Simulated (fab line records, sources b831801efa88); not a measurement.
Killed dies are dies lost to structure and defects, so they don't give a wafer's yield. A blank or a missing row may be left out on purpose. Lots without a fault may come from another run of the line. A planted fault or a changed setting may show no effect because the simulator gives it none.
Problem report in the 8D (eight disciplines) form, filled by code | flow sky130 | the parts of the form that need people (team, actions taken, sign-off) are left out

1. THE PROBLEM
SD_N_RS at SKY_SD_N_RS_MEAS_16 reads a mean of 52.59 ohm/sq on 6 wafers of 2 lots; wafers without a fault read 68.47 ohm/sq with a standard deviation of 0.13. That is -99 or more standard deviations from the usual mean.
The step: measures by four-point-probe.
First seen on wafer L206.4, day 32 10:08, on film_metro-03. The record holds 39 wafers of 13 lots with a number at this step. Rule for "out", or "out of limits": more than 4 standard deviations from the usual mean. The other wafers with a number count as sound.

2. WHAT IT IS AND WHAT IT IS NOT
question                    | is                           | is not
which readings at this step | SD_N_RS                      | -
which lots                  | L206, L208                   | L193, L194, L195, L196, L198, L200, L201, L202, L209, L215, L216
which wafers of those lots  | all that have a number       | -
read on which gauges        | film_metro-01, film_metro-03 | film_metro-02
when                        | from day 32 10:08            | up to then (24 sound wafers); but 9 sound wafers of L209, L215, L216 came after

3. SUSPECTS, AND WHAT RULES EACH OUT
Counting: a tool at a process step up to the reading stays a suspect if it ran every lot that is out and no sound lot after the first of them.
- the gauge at SKY_SD_N_RS_MEAS_16: ruled out. The wafers that are out were read on 2 gauges (film_metro-01, film_metro-03).
- rtp_anneal-01 at SKY_SD_N_RTA_14 (time 2 s): ruled out as a lasting fault. Sound lots L216 ran on it after its first lot that is out, L206 (day 32 09:55).
Left after counting: nothing in the record.

4. THE CAUSE (what the simulator had put in)
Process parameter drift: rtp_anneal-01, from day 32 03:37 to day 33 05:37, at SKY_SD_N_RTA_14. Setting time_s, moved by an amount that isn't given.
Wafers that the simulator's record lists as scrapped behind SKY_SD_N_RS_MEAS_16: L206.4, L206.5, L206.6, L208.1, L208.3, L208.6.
Counting ruled it out, wrongly: the rule takes a fault to strike every lot that its tool runs from its start on, and this one did not.

5. THE CHAIN OF EFFECTS, in route order
Each row: a reading whose mean over the struck wafers that have a number lies more than 3 standard deviations from the usual. Only readings for which the record gives a usual standard deviation are gone through. hours: the time from each lot's start at the first step in this table that gives one to its start at this step, as a median over the lots. sigmas: the change in usual standard deviations.
hours | step                | reading | usual        | on struck wafers | change | sigmas
0     | SKY_SD_N_RS_MEAS_16 | SD_N_RS | 68.47 ohm/sq | 52.59            | -15.88 | -99 or more

6. WHAT WOULD HAVE CAUGHT IT SOONER
In this record the first reading out of limits at a measuring or inspecting step was taken at day 32 10:08, 7 hours after the fault began at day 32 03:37.
Of the tool readings at SKY_SD_N_RTA_14 for which the record gives a usual standard deviation, none was out on any struck wafer, so an alarm limit of 4 standard deviations on them would not have fired.
